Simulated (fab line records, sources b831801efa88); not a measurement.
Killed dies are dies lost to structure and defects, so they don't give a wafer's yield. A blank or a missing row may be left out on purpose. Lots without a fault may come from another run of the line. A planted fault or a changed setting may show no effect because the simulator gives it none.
A struck lot beside a sound one | flow sky130 | 20 steps out of a route of 708
Sound: wafers L132.3, L132.4, L132.6. Struck: wafers L124.1, L124.5, L124.6. The cause comes at the end.
At each step with rows: each side's tool, then ch and its chambers, then its first start. Under that, the readings that differ: sound wafers | struck wafers | difference of the means | sigmas: that difference in standard deviations of wafers without a fault.
alike: readings whose means differ by less than 2 such deviations, and words and numbers that are the same on both sides. not compared: withheld readings, readings that some wafer has no value for, bounds like >300 that may hide the same value, and numbers for which the record gives no deviation and whose values overlap.
The two part at a step that has a row with sigmas, a row that says differs or no value, or rows on one side only. Numbers that don't overlap but have no deviation are shown without sigmas and don't part them. A reading that every wafer of one side lacks parts them only if that side has two wafers or more.

SKY_POLY_GATE_THK_MEAS_21:
  sound on film_metro-04, day 21 00:32; struck on film_metro-03, day 18 12:38
  alike: POLY_GATE_OXIDATION_THK
SKY_POLY_GATE_CD_MEAS_22:
  sound on cd_sem-02, day 21 00:37; struck on cd_sem-01, day 18 12:42
  alike: cd_nm
then, 7 steps without rows for these wafers: SKY_LDD_N_DEHYDRATE_00 (time 60 s); SKY_LDD_N_HMDS_01 (prime time 60 s); SKY_LDD_N_COAT_02 (resist thk 300 nm); SKY_LDD_N_SOFTBAKE_03 (time 60 s); SKY_LDD_N_EXPOSE_04 (exposes mask NTM, target cd 840 nm); SKY_LDD_N_PEB_05; SKY_LDD_N_DEVELOP_06 (develop time 60 s).
SKY_LDD_N_OVL_MEAS_07:
  sound on overlay-02, day 22 06:59; struck on overlay-01, day 19 19:15
  alike: LDD_N_OVL
then, 2 steps without rows for these wafers: SKY_LDD_N_IMPLANT_08; SKY_LDD_N_IMPLANT_09.
SKY_LDD_N_IMPLANT_10:
  sound on implanter-03 ch 0, day 22 07:22; struck on implanter-03, day 19 19:35
  no value came back on the struck wafers for beam_energy_keV, beam_on_s (s); on the sound wafers beam_energy_keV reads 20.013 20.004 20.012
then, 5 steps without rows for these wafers: SKY_LDD_N_IMPLANT_11; SKY_LDD_N_IMPLANT_12; SKY_LDD_N_IMPLANT_13; SKY_LDD_N_IMPLANT_14; SKY_LDD_N_IMPLANT_15.
SKY_LDD_N_STRIP_16: strips in O2/N2.
  sound on plasma_asher-03 ch 0,1, day 22 08:15; struck on plasma_asher-04 ch 0,1, day 19 20:29
  reading                      | sound             | struck            | difference | sigmas
  strip_time_to_endpoint_s (s) | 4.331 4.334 4.328 | 4.118 4.138 4.115 | -0.207     | -12
  alike: drypump_motor_current_A, oes_product_au
  not compared: rf_hours_counter_h
SKY_LDD_N_TW_MEAS_17:
  sound on film_metro-04, day 22 08:20; struck on film_metro-01, day 19 20:35
  reading  | sound          | struck         | difference | sigmas
  LDD_N_TW | 2551 2559 2553 | 2449 2445 2450 | -106       | -5

WHERE THEY PART
First at SKY_LDD_N_IMPLANT_10; last, within this record, at SKY_LDD_N_TW_MEAS_17.

WHY: what the simulator had put in
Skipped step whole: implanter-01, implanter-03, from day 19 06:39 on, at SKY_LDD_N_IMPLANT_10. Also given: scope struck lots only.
